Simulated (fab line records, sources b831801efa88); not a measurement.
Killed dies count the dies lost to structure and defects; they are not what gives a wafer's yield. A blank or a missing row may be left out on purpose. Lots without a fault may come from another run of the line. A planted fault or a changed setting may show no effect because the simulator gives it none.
Comparing a struck lot with a sound one / flow sky130 / 14 steps out of a route of 708
Sound: these wafers, L309.4, L309.5, L309.6. Wafers struck: L320.1, L320.3, L320.5. The cause comes at the end.
At each step with rows: each side's tool, then ch and its chambers, then its first start. Under that, the readings that differ: sound wafers / struck wafers / difference of the means / sigmas: that difference in standard deviations of wafers without a fault.
alike: a reading whose means differ by less than 2 such deviations, as well as words and numbers matching on both sides. not compared: withheld readings; readings where some wafer has no value; bounds like >300 that might hide an equal value; numbers whose values overlap and for which the record gives no deviation.
Wherever a step has rows on one side only, a row that says differs or no value, or a row with sigmas, the two part there. When numbers do not overlap yet have no deviation, they are printed without sigmas and do not part them. A reading missing from all wafers of one side parts the sides only when that side holds two or more wafers.

first, 3 steps without rows for these wafers: SKY_VT_ADJUST_NCORE_EXPOSE_04 (exposes mask LVTN COMPLEMENT THIN, target cd 380 nm); SKY_VT_ADJUST_NCORE_PEB_05; SKY_VT_ADJUST_NCORE_DEVELOP_06 (develop time 60 s).
SKY_VT_ADJUST_NCORE_CD_MEAS_07: the cd target is 380 nm.
  struck on cd_sem-01, day 14 22:33; sound on cd_sem-02, day 11 13:58
  alike: cd_nm
SKY_VT_ADJUST_NCORE_OVL_MEAS_08:
  struck on overlay-01, day 14 22:40; sound on overlay-01, day 11 14:03
  alike: VT_ADJUST_NCORE_OVL
following that, these wafers have no rows for 1 step: SKY_VT_ADJUST_NCORE_IMPLANT_09.
SKY_VT_ADJUST_NCORE_STRIP_10: strips in O2/N2.
  sound on plasma_asher-02 ch 0,1, day 11 14:15; struck on plasma_asher-02 ch 0,1, day 14 22:52
  alike: drypump_motor_current_A, oes_product_au, strip_time_to_endpoint_s
  not compared: rf_hours_counter_h
SKY_VT_ADJUST_NCORE_TW_MEAS_11:
  struck on film_metro-03, day 14 22:58; sound on film_metro-04, day 11 14:21
  alike: VT_ADJUST_NCORE_TW
then, 4 steps without rows for these wafers: SKY_VT_ADJUST_HVTR_DEHYDRATE_00 (time 60 s); SKY_VT_ADJUST_HVTR_HMDS_01 (prime time 60 s); SKY_VT_ADJUST_HVTR_COAT_02 (resist thk 1140 nm); SKY_VT_ADJUST_HVTR_SOFTBAKE_03 (time 60 s).
SKY_VT_ADJUST_HVTR_EXPOSE_04: exposes mask HVTRM, target cd 380 nm.
  sound on iline_stepper-01 ch 0, day 12 01:55; struck on iline_stepper-02, day 15 12:19
  no value came back on the struck wafers for exposure_dose_mJ_cm2, focus_offset_nm (nm); on the sound wafers exposure_dose_mJ_cm2 reads 149.99 150.01 149.96
  alike: mask
following that, these wafers have no rows for 1 step: SKY_VT_ADJUST_HVTR_PEB_05.

## WHERE THEY PART
Within this record, at SKY_VT_ADJUST_HVTR_EXPOSE_04 only.

WHY: what the simulator had put in
At SKY_VT_ADJUST_HVTR_EXPOSE_04, the step was skipped entirely on iline_stepper-02 from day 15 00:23 on. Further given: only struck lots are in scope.
